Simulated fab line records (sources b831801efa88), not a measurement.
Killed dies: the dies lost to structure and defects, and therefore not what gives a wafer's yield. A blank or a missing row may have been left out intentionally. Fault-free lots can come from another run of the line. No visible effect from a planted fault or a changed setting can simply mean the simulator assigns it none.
Struck lot and sound lot, side by side :: flow sky130 :: 44 out of 708 route steps
Sound: these wafers, L114.1, L114.3, L114.5. Wafers L108.1, L108.2, L108.5 were the ones struck. The cause is given at the end.
Each step with rows lists, per side, the tool, then ch with its chambers, then its first start. Under that, the readings that differ: sound wafers :: struck wafers :: difference of the means :: sigmas: that difference in standard deviations of wafers without a fault.
alike: a reading whose means differ by less than 2 such deviations, as well as words and numbers matching on both sides. not compared: withheld readings; readings where some wafer has no value; bounds like >300 that might hide an equal value; numbers whose values overlap and for which the record gives no deviation.
The two part at a step that has a row with sigmas, a row that says differs or no value, or rows on one side only. When numbers do not overlap yet have no deviation, they are printed without sigmas and do not part them. Lack of a reading on every wafer of one side parts them only where that side has two or more wafers.

first, 2 steps without rows for these wafers: SKY_DNWELL_DEVELOP_06 (develop time 60 s); SKY_DNWELL_IMPLANT_07.
SKY_DNWELL_STRIP_08: strips in O2/N2.
  sound on plasma-asher-01 ch 0,1, day 6 07:25; struck on plasma-asher-04 ch 0,1, day 4 22:46
  alike: drypump-motor-current-A, oes-product-au, strip-time-to-endpoint-s
  not compared: rf-hours-counter-h
SKY_DNWELL_TW_MEAS_09:
  sound on film-metro-02 at day 6 07:31; struck on film-metro-02 at day 4 22:52
  alike: DNWELL_TW
then, 7 steps without rows for these wafers: SKY_PWDE_DEHYDRATE_00 (time 60 s); SKY_PWDE_HMDS_01 (prime time 60 s); SKY_PWDE_COAT_02 (resist thk 3000 nm); SKY_PWDE_SOFTBAKE_03; SKY_PWDE_EXPOSE_04 (exposes mask PWDEM, target cd 840 nm); SKY_PWDE_PEB_05; SKY_PWDE_DEVELOP_06 (develop time 60 s).
SKY_PWDE_OVL_MEAS_07:
  sound on overlay-02 at day 7 02:10; struck on overlay-01 at day 5 16:43
reading: PWDE_OVL (nm)
sound: 0.4 0.5 -0.6
struck: -3.3 -3.6 -3.3
difference: -3.5
sigmas: -2
SKY_PWDE_IMPLANT_08:
  sound on implanter-04 ch 0, day 7 02:12; struck on implanter-01 ch 0, day 5 16:45
reading: dose-ions-cm2
sound: 3.605e+12 3.603e+12 3.603e+12
struck: 4.577e+12 4.581e+12 4.579e+12
difference: +9.753e+11
sigmas: +99 or more

reading: faraday-current-uA
sound: 21.3 20.4 20.8
struck: 25.4 26.4 25.3
difference: +4.9
sigmas: +12
  alike: beam-on-s
SKY_PWDE_STRIP_09: strips in O2/N2.
  sound on plasma-asher-02 ch 0,1, day 7 02:21; struck on plasma-asher-02 ch 0,1, day 5 16:54
  alike: drypump-motor-current-A, oes-product-au, strip-time-to-endpoint-s
  not compared: rf-hours-counter-h
SKY_PWDE_TW_MEAS_10:
  sound on film-metro-03 at day 7 02:27; struck on film-metro-03 at day 5 17:00
reading: PWDE_TW
sound: 376.5 375.9 376.2
struck: 405.1 404.8 403.9
difference: +28.4
sigmas: +15
then, 7 steps without rows for these wafers: SKY_NWELL_DEHYDRATE_03 (time 60 s); SKY_NWELL_HMDS_04 (prime time 60 s); SKY_NWELL_COAT_05 (resist thk 3000 nm); SKY_NWELL_SOFTBAKE_06; SKY_NWELL_EXPOSE_07 (exposes mask NWM, target cd 840 nm); SKY_NWELL_PEB_08; SKY_NWELL_DEVELOP_09 (develop time 60 s).
SKY_NWELL_OVL_MEAS_10:
  sound on overlay-02 at day 7 22:22; struck on overlay-02 at day 6 10:59
  alike: NWELL_00_OVL
then, 3 steps without rows for these wafers: SKY_NWELL_IMPLANT_11; SKY_NWELL_IMPLANT_12; SKY_NWELL_IMPLANT_13.
SKY_NWELL_STRIP_14: strips in O2/N2.
  sound on plasma-asher-03 ch 0,1, day 7 22:51; struck on plasma-asher-02 ch 0,1, day 6 11:28
  alike: drypump-motor-current-A, oes-product-au, strip-time-to-endpoint-s
  not compared: rf-hours-counter-h
SKY_NWELL_TW_MEAS_15:
  sound on film-metro-02 at day 7 22:57; struck on film-metro-01 at day 6 11:34
  alike: NWELL_TW
then, 7 steps without rows for these wafers: SKY_NWELL_DEHYDRATE_16 (time 60 s); SKY_NWELL_HMDS_17 (prime time 60 s); SKY_NWELL_COAT_18 (resist thk 3000 nm); SKY_NWELL_SOFTBAKE_19; SKY_NWELL_EXPOSE_20 (exposes mask NWM COMPLEMENT, target cd 840 nm); SKY_NWELL_PEB_21; SKY_NWELL_DEVELOP_22 (develop time 60 s).
SKY_NWELL_OVL_MEAS_23:
  sound on overlay-01 at day 8 18:49; struck on overlay-01 at day 7 06:58
reading: NWELL_01_OVL (nm)
sound: -1.5 -2.0 -1.8
struck: 2.2 2.0 3.9
difference: +4.5
sigmas: +3
following that, these wafers have no rows for 1 step: SKY_NWELL_IMPLANT_24.
SKY_NWELL_STRIP_25: strips in O2/N2.
  sound on plasma-asher-04 ch 0,1, day 8 19:00; struck on plasma-asher-03 ch 0,1, day 7 07:09
  alike: drypump-motor-current-A, oes-product-au, strip-time-to-endpoint-s
  not compared: rf-hours-counter-h
SKY_NWELL_TW_MEAS_26:
  sound on film-metro-01 at day 8 19:06; struck on film-metro-02 at day 7 07:15
  alike: NWELL_2_TW
then, 1 step without rows for these wafers: SKY_NWELL_CLEAN_27 (cleans in SC1/SC2, time 150 s).
SKY_NWELL_RTA_28: time 30 s.
  sound on rtp-anneal-01 ch 0, day 8 19:13; struck on rtp-anneal-02 ch 0, day 7 07:22
  alike: lamp-power-pct, wafer_temp_C_max
SKY_NWELL_RS_MEAS_29: measurement is done with a four-point probe.
  sound on film-metro-03 at day 8 19:25; struck on film-metro-03 at day 7 07:34
  alike: NWELL_RS
SKY_NWELL_RS_MEAS_31: measurement is done with a four-point probe.
  sound on film-metro-03 at day 8 19:39; struck on film-metro-03 at day 7 07:49
reading: PWDE_RS (ohm/sq)
sound: 5271 5279 5285
struck: 4380 4381 4373
difference: -900
sigmas: -47
-- the record jumps here: 40 days lie between the struck wafers' starts before and after (it left off in module NWELL and takes up again in module PAD_OPEN, whose first step shown is number 708 of the route) --
SKY_PAD_OPEN_PROBE_99:
  sound on prober-02 at day 48 21:11; struck on prober-01 at day 47 18:45
reading: model.etest.res_p_drift_20v.line-ohm-um
sound: 1.142e+04 1.191e+04 1.14e+04
struck: 9245 9390 9189
difference: -2302
sigmas: 

reading: model.etest.res_p_drift_20v.rs-ohm-sq
sound: 9583 9767 9525
struck: 7766 7948 7834
difference: -1776
sigmas: 

reading: model.etest.res-pwde-under-gate.rs-ohm-sq
sound: 6189 6190 6190
struck: 4940 4924 4943
difference: -1254
sigmas: 
  alike: killed_at_M0_to_M3, killed_at_M4_up, killed-at-contacts, killed-at-front-end, killed-at-other, killed-dies, killed-open, killed-short

WHERE THEY PART
Earliest at SKY_PWDE_OVL_MEAS_07; latest, in this record, at SKY_NWELL_RS_MEAS_31. Later steps at which nothing parts them and some readings are alike: SKY_PAD_OPEN_PROBE_99.

WHY: the cause the simulator had injected
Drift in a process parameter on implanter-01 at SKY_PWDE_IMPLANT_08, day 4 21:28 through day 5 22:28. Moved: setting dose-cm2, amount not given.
